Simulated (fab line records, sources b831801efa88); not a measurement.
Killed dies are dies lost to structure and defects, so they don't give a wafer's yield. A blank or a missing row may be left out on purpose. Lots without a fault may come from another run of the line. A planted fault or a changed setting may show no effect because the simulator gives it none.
fab line records | flow sfq_line
record lots=6 wafers=18 last_day=93
route steps=325 shown M6@265 I6@266
lots that met no fault: from a run of the same line without faults
start_h: hours from the record's first day to the start of the lot's first wafer shown | wait_h: hours since the lot's step before | " the same as in the row above | L1.1+2: a row that stands for several wafers | - no value, or no start given | * or withheld: withheld | < > ~ a bound
route shown NAME@n: a module of which the file shows steps, and the number in the route of the first | usual: mean/standard deviation of fault-free wafers | same: alike in all rows | chamber/n: place in a boat | sites: the reading at each site | _std_site: their standard deviation | _edge_site: outer sites' mean less inner sites' | radius_mm: how far each site lies from the wafer's centre | mask NAME#n: copy n | behind: the tool/chamber that last shaped the wafer | hold: why the lot was held/for how many hours/how that ended | device: the transistor (n, p or np) that didn't switch | end of line: the same wafers' tests at the end of the route | a step without rows: its recipe alone | killed: dies lost to structure and defects at the first sort, not the wafer's yield | map: a wafer's dies, x killed, . not, _ none there
set.NAME: the setting as run; set.NAME@STEP: as run at that earlier step | model.NAME: the simulator's own value behind a step, which no gauge read
lots at some steps of the route; a table a step, a row a wafer
services: from which hour (start_h, from the record's first day; less than 0 if before it) a tool's chamber was out of use, for how many hours, and why
## steps
# step SFQ_TRILAYER_M6_STRIP_SOLV_CLEAN_164
# recipe chemistry=NMP temp_c=70 time_s=600
# step SFQ_TRILAYER_I6_DEP_PECVD_165
# recipe material=SiO2 temp_c=150 time_s=111.11 pressure_torr=2.4 rf_w=183.3 precursor=SiH4/N2O target_thk_nm=500
# usual heater_power_w=86/12 throttle_valve_pct=23.9/0.82
# columns lot.wafer tool chamber start_h wait_h heater_power_w throttle_valve_pct
L602.3 pecvd-01 0 1837.77 0.0 89 24.7
L602.4 " 0 " " 74 24.8
L602.6 " 1 " " 98 23.9
L605.1 pecvd-02 1 1846.17 0.0 72 24.0
L605.4 " 2 " " 78 22.6
L605.6 " 1 " " 75 23.8
L608.3 pecvd-01 1 1849.77 0.0 99 23.7
L608.5 " 2 " " 71 23.6
L608.6 " 1 " " 100 23.8
L613.1 pecvd-03 1 1937.38 0.0 76 22.5
L613.5 " 0 " " 101 26.0
L613.6 " 1 " " 81 22.6
L616.4 pecvd-01 1 1945.82 0.0 97 23.7
L616.5 " 2 " " 83 23.7
L616.6 " 0 " " 85 24.9
L617.2 pecvd-02 1 1948.18 0.0 64 24.4
L617.4 " 0 " " 101 24.2
L617.5 " 2 " " 66 22.8
# step SFQ_TRILAYER_I6_CMP_CMP_166
# recipe material=SiO2 down_force_psi=3 platen_rpm=60 pad_velocity_m_s=0.94248
# usual motor_current_A=10.5/1.3 time_to_endpoint_s=211/6.7
# columns lot.wafer tool chamber start_h wait_h motor_current_A time_to_endpoint_s
L602.4 cmp-02 3 1841.84 4.0 9.5 214
L602.3 " 1 1842.84 5.0 9.9 206
L602.6 " 3 1843.84 6.0 9.8 211
L605.4 cmp-01 0 1857.05 10.8 10.9 208
L605.1 " 1 " " 11.3 205
L605.6 " 3 1858.55 12.3 8.2 206
L608.3 cmp-02 0 1863.34 13.5 12.7 208
L608.6 " 3 1864.84 15.0 10.0 201
L608.5 " 0 " " 12.6 207
L613.1 cmp-01 2 1938.46 1.0 11.5 210
L613.6 " 0 1939.46 2.0 11.3 218
L613.5 " 1 " " 11.7 215
L616.4 cmp-01 0 1947.96 2.1 10.9 207
L616.6 " 1 " " 11.3 212
L616.5 " 2 " " 11.5 202
L617.2 cmp-01 1 1951.91 3.7 11.1 210
L617.4 " 2 " " 11.3 197
L617.5 " 0 1953.41 5.1 10.8 213
# step SFQ_I6_BOW_MEAS_941
# recipe mode=bow
# usual I6_BOW=6/12
# columns lot.wafer tool chamber start_h wait_h I6_BOW[um]
L602.3 film_metro-03 - 1844.88 1.5 10
L602.4 " - " " 13
L602.6 " - " " 1
L605.1 film_metro-04 - 1859.55 1.5 16
L605.4 " - " " 6
L605.6 " - " " 19
L608.3 film_metro-03 - 1865.88 2.0 -1
L608.5 " - " " -1
L608.6 " - " " -14
L613.1 film_metro-01 - 1940.46 1.5 12
L613.5 " - " " 1
L613.6 " - " " -3
L616.4 film_metro-03 - 1949.52 1.1 -4
L616.5 " - " " 3
L616.6 " - " " -2
L617.2 film_metro-01 - 1954.43 2.0 -9
L617.4 " - " " -13
L617.5 " - " " -18
# step SFQ_TRILAYER_I6_METRO_MEASURE_167
# usual thk_nm=199.7/0.93
# columns lot.wafer tool chamber start_h wait_h thk_nm
L602.3 film_metro-03 - 1845.36 0.5 198.8
L602.4 " - " " 199.3
L602.6 " - " " 198.6
L605.1 film_metro-04 - 1859.67 0.1 200.5
L605.4 " - " " 199.6
L605.6 " - " " 198.7
L608.3 film_metro-03 - 1866.36 0.5 199.8
L608.5 " - " " 200.6
L608.6 " - " " 200.1
L613.1 film_metro-01 - 1940.58 0.1 200.0
L613.5 " - " " 200.2
L613.6 " - " " 199.2
L616.4 film_metro-03 - 1950.18 0.6 199.6
L616.5 " - " " 199.1
L616.6 " - " " 199.9
L617.2 film_metro-01 - 1954.73 0.3 198.7
L617.4 " - " " 198.2
L617.5 " - " " 198.3
# step SFQ_TRILAYER_I6_VIA_LITHO_COAT_174
# recipe resist=BARC spin_rpm=3000 resist_thk_nm=62
# step SFQ_TRILAYER_I6_VIA_LITHO_COAT_169
# recipe resist=KrF spin_rpm=3000 resist_thk_nm=650
# step SFQ_TRILAYER_I6_VIA_LITHO_SOFTBAKE_173
# recipe temp_c=withheld time_s=withheld resist=KrF
# step SFQ_TRILAYER_I6_VIA_LITHO_EXPOSE_170
# recipe mask_id=I6 na=0.6 source_shape=conventional sigma_outer=0.65 target_cd_nm=700 dose_mj=21.3
# step SFQ_TRILAYER_I6_VIA_LITHO_PEB_172
# recipe peb_temp_c=115 peb_time_s=60 resist=KrF
# step SFQ_TRILAYER_I6_VIA_LITHO_DEVELOP_171
# recipe time_s=60 resist=KrF
# step SFQ_I6_OVL_MEAS_942
# usual I6_OVL=0/5.1
# columns lot.wafer tool chamber start_h wait_h I6_OVL[nm]
L602.3 overlay-02 - 1882.47 0.1 -4
L602.4 " - " " 2
L602.6 " - " " 1
L605.1 overlay-02 - 1887.26 0.1 -5
L605.4 " - " " 0
L605.6 " - " " -5
L608.3 overlay-02 - 1891.62 0.1 6
L608.5 " - " " 0
L608.6 " - " " -1
L613.1 overlay-02 - 1967.51 0.1 -7
L613.5 " - " " -4
L613.6 " - " " -12
L616.4 overlay-02 - 1982.35 0.1 -4
L616.5 " - " " -6
L616.6 " - " " -10
L617.2 overlay-01 - 1987.14 0.1 -4
L617.4 " - " " 4
L617.5 " - " " 3
# step SFQ_TRILAYER_I6_VIA_BARC_OPEN_VIA_ETCH_235
# recipe mask_material=PR chemistry=O2 target_depth_nm=125 target=BARC source_w=500 bias_w=80 pressure_mtorr=30 time_s=41.7
# usual drypump_motor_current_A=5.8/0.42 oes_product_au=0.686/0.0048 run_length_s=70.2/0.42
# columns lot.wafer tool chamber start_h wait_h drypump_motor_current_A oes_product_au rf_hours_counter_h run_length_s model.KrF_of_TRILAYER_I6_VIA_LITHO_COAT_169.thk_nm
L602.3 rie_diel-02 0 1882.49 0.0 6.3 0.691 0 69.6 574.3
L602.4 " 3 " " 6.1 0.680 1 70.3 573
L602.6 " 3 " " 6.1 0.682 - 70.3 574.1
L605.1 rie_diel-02 0 1887.29 0.0 6.2 0.679 1 69.8 572.1
L605.4 " 1 " " 5.8 0.735 1 67.3 573.5
L605.6 " 1 " " 5.8 0.732 - 67.2 576.3
L608.3 rie_diel-02 1 1891.64 0.0 5.8 0.729 1 66.8 575.5
L608.5 " 0 " " 6.2 0.693 - 69.4 571.7
L608.6 " 3 " " 6.1 0.735 - 66.6 575.2
L613.1 rie_diel-02 0 1967.55 0.0 6.2 0.682 2 69.7 578.1
L613.5 " 3 " " 6.2 0.678 - 70.0 576.7
L613.6 " 2 " " 5.6 0.681 - 70.4 576.7
L616.4 rie_diel-03 1 1982.37 0.0 5.7 0.687 15 70.2 577
L616.5 " 0 " " 5.7 0.683 - 70.4 577.1
L616.6 " 3 " " 4.9 0.679 - 70.5 575.4
L617.2 rie_diel-02 2 1987.17 0.0 5.6 0.686 18 70.3 574.1
L617.4 " 1 " " 5.8 0.696 3 70.6 571.7
L617.5 " 2 " " 5.6 0.684 - 70.0 573.6
# step SFQ_TRILAYER_I6_VIA_ETCH_VIA_ETCH_172
# recipe target=SiO2 stop_on=Nb mask_material=PR taper_deg=20 chemistry=CHF3 target_depth_nm=260 source_w=500 bias_w=80 pressure_mtorr=30 time_s=withheld
# usual drypump_motor_current_A=5.8/0.42 oes_product_au=0.854/0.005
# columns lot.wafer tool chamber start_h wait_h drypump_motor_current_A oes_product_au model.KrF_of_TRILAYER_I6_VIA_LITHO_COAT_169.thk_nm
L602.3 rie_diel-02 0 1882.53 0.0 6.2 0.850 530.7
L602.4 " 3 " " 6.1 0.850 527.9
L602.6 " 3 " " 6.1 0.854 529
L605.1 rie_diel-02 0 1887.33 0.0 6.2 0.859 528.1
L605.4 " 1 " " 5.8 0.854 528.9
L605.6 " 1 " " 5.8 0.859 531.6
L608.3 rie_diel-02 1 1891.68 0.0 5.8 0.851 530.8
L608.5 " 0 " " 6.2 0.859 527.9
L608.6 " 3 " " 6.2 0.859 530.1
L613.1 rie_diel-02 0 1967.59 0.0 6.2 0.849 533.4
L613.5 " 3 " " 6.1 0.853 531.5
L613.6 " 2 " " 5.7 0.841 532.6
L616.4 rie_diel-03 1 1982.41 0.0 5.7 0.857 532.3
L616.5 " 0 " " 5.7 0.852 531.4
L616.6 " 3 " " 4.9 0.849 530.2
L617.2 rie_diel-02 2 1987.21 0.0 5.6 0.854 529.9
L617.4 " 1 " " 5.8 0.848 526.8
L617.5 " 2 " " 5.6 0.861 529.4
# step SFQ_TRILAYER_I6_VIA_STRIP_STRIP_173
# recipe gas=O2 power_w=200 platen_temp_c=40 overash_fraction=0.65 chemistry=O2 pressure_mtorr=50
# usual drypump_motor_current_A=6.0/0.43 oes_product_au=1.000/0.0073
# same overash_fraction=0.65
# columns lot.wafer tool chamber start_h wait_h drypump_motor_current_A oes_product_au rf_hours_counter_h
L602.3 rie_metal-03 1 1882.85 - 6.3 0.999 -
L602.4 " 0 " " 5.4 0.995 -
L602.6 " 1 " " 6.3 0.992 -
L605.1 rie_metal-03 0 1887.45 - 5.5 0.985 20
L605.4 " 0 " " 5.5 0.998 -
L605.6 " 1 " " 6.3 0.984 -
L608.3 rie_metal-02 0 1892.06 - 6.4 1.002 -
L608.5 " 0 " " 6.4 0.992 -
L608.6 " 1 " " 6.8 1.002 -
L613.1 rie_metal-03 0 1967.70 - 5.5 1.003 34
L613.5 " 1 " " 6.3 0.992 -
L613.6 " 0 " " 5.4 1.008 -
L616.4 rie_metal-03 0 1982.72 - 5.4 0.996 -
L616.5 " 0 " " 5.4 0.997 -
L616.6 " 1 " " 6.3 0.987 -
L617.2 rie_metal-03 0 1987.52 - 5.5 0.990 -
L617.4 " 0 " " 5.4 0.991 -
L617.5 " 0 " " 5.4 0.990 -
## services
# columns tool chamber start_h hours kind
cmp-01 - 1814.68 5.8 pm
cmp-02 - 1820.65 0.7 repair
rie_metal-03 - 1822.11 0.4 repair
pecvd-02 1 1822.60 13.1 repair
rie_diel-03 0 1841.63 44.4 repair
cmp-01 - 1845.63 1.3 repair
rie_diel-02 2 1845.66 3.3 repair
film_metro-03 - 1867.16 1.4 pm
film_metro-01 - 1874.41 0.3 pm
cmp-02 - 1877.84 3.9 pm
film_metro-03 - 1878.62 0.6 pm
cmp-02 - 1883.04 0.5 repair
rie_diel-03 3 1885.64 4.4 repair
film_metro-03 - 1887.29 0.9 pm
pecvd-02 - 1900.62 2.3 repair
cmp-01 - 1904.34 1.3 repair
cmp-02 - 1910.62 0.4 repair
rie_diel-02 0 1913.19 4.8 repair
pecvd-01 0 1914.63 5.3 repair
cmp-01 - 1918.80 0.6 repair
film_metro-03 - 1924.89 0.1 pm
cmp-02 - 1928.31 2.2 repair
rie_diel-03 - 1936.77 0.7 repair
film_metro-03 - 1954.85 1.1 pm
## key
first_sign step=SFQ_TRILAYER_I6_VIA_BARC_OPEN_VIA_ETCH_235 reading=oes_product_au direction=up sigmas=9.8 usual=0.686 struck=0.733
effect step=SFQ_TRILAYER_I6_VIA_BARC_OPEN_VIA_ETCH_235 reading=run_length_s direction=down sigmas=7.6 usual=* struck=*
model_effect step=SFQ_TRILAYER_I6_VIA_BARC_OPEN_VIA_ETCH_235 value=KrF_of_TRILAYER_I6_VIA_LITHO_COAT_169.thk_nm without=570.7 struck=575.1
model_effect step=SFQ_TRILAYER_I6_VIA_ETCH_VIA_ETCH_172 value=KrF_of_TRILAYER_I6_VIA_LITHO_COAT_169.thk_nm without=526 struck=530.4
met_at SFQ_TRILAYER_I6_VIA_BARC_OPEN_VIA_ETCH_235
struck_wafers L605.4,L605.6,L608.3,L608.6
onset_between 1882.49 1887.29
fault kind=process_parameter_drift tool=rie_diel-02 chamber=- onset_h=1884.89 steps=SFQ_TRILAYER_I6_VIA_BARC_OPEN_VIA_ETCH_235 channel=time_s offset=* shape=step end_h=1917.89 scope=struck_wafers_only acts_in=* stated=*
